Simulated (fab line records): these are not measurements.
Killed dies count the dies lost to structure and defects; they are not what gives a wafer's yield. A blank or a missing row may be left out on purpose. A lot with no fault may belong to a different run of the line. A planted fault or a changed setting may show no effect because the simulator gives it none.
The tool behind it: which one? ; flow sky130 ; 12 lots, 36 wafers sampled, at 1 step of a route of 708

== WHAT EACH GAUGE READ, for each wafer ==
SKY_LI_CONTACT_BOW_MEAS_03.
lot;measured;on;LI_CONTACT_BOW (um)
L075;day 28 01:16;film_metro-02;53 57 48
L077;day 29 08:33;film_metro-01;53 59 64
L079;day 30 00:26;film_metro-01;53 56 56
L081;day 31 00:54;film_metro-01;48 55 64
L083;day 31 08:28;film_metro-04;64 54 58
L085;day 32 04:18;film_metro-04;58 52 67
L087;day 32 18:25;film_metro-02;48 46 58
L090;day 33 14:28;film_metro-02;60 60 58
L091;day 33 18:58;film_metro-04;57 54 63
L093;day 34 09:47;film_metro-02;49 55 55
L094;day 35 05:05;film_metro-02;54 66 53
L096;day 35 12:09;film_metro-01;56 53 54

== WHICH TOOL RAN EACH LOT (tool, then ch and the chambers of the sampled wafers, then the start) ==
There is no process step in the record ahead of these readings.

== THE ANSWER, worked out from the rows above alone ==
Rule: what is usual is taken from the lots themselves. The widest of any qualifying gaps counts: lots, ordered by their means at a reading, are off when they make up no more than a third of the lots, leave a main group of 4 or more, and stand apart from it by 3 or more times the standard deviation of that group's means. Not used: any main group whose means are identical at the precision the tables above print for the reading. Also off: a lot with no number at a reading for which 4 or more lots have one. Any other lot the step has rows for is counted as sound.
Nothing can be told from this: no lot is off at any reading shown.

== WHAT THE SIMULATOR PUT IN ==
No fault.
